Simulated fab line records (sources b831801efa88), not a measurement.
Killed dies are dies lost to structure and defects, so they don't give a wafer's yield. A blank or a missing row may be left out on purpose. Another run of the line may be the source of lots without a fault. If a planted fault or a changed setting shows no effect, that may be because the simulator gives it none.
What tool caused it?    flow gf180mcu    6 lots, 18 wafers sampled, at 2 steps of a route of 602

## WHAT EACH GAUGE READ, for each wafer
GF_M3_RS_MEAS_05: uses a four-point probe to measure.
lot   measured      on             M3_ALCU_RS (ohm/sq)
L506  day 21 05:49  film-metro-02  0.0692 0.0670 0.0669
L509  day 22 04:18  film-metro-02  0.0704 0.0686 0.0691
L514  day 24 03:28  film-metro-04  0.0679 0.0679 0.0697
L517  day 25 04:13  film-metro-03  0.0690 0.0676 0.0684
L525  day 27 13:02  film-metro-04  0.0707 0.0707 0.0694
L527  day 28 02:14  film-metro-02  0.0702 0.0709 0.0707

## WHICH TOOL RAN EACH LOT (tool, then ch and the chambers of the sampled wafers, then the start)
lot   GF_V1_CMP_04
L506  cmp-02 ch 0,1,3, day 17 23:24
L509  cmp-02 ch 0,1,2, day 18 21:57
L514  cmp-02 ch 0,1,3, day 20 23:13
L517  cmp-02 ch 0,1, day 22 03:04
L525  cmp-01 ch 0,2,3, day 24 16:40
L527  cmp-02 ch 0,1, day 25 06:31
- GF_V1_CMP_04: polishes SiO2.

## THE ANSWER, worked out from the rows above alone
Rule: the usual values come from the lots themselves. The widest of any qualifying gaps counts: lots, ordered by their means at a reading, are off when they make up no more than a third of the lots, leave a main group of 4 or more, and stand apart from it by 3 or more times the standard deviation of that group's means. If all means in a main group match to the digits the tables above print for the reading, that group is not used. A lot without any number at a reading at which 4 lots or more have one is off too. Any other lot the step has rows for is counted as sound.
No lot is off on any of the readings shown, so nothing can be concluded from this.

## WHAT HAD BEEN PUT IN BY THE SIMULATOR
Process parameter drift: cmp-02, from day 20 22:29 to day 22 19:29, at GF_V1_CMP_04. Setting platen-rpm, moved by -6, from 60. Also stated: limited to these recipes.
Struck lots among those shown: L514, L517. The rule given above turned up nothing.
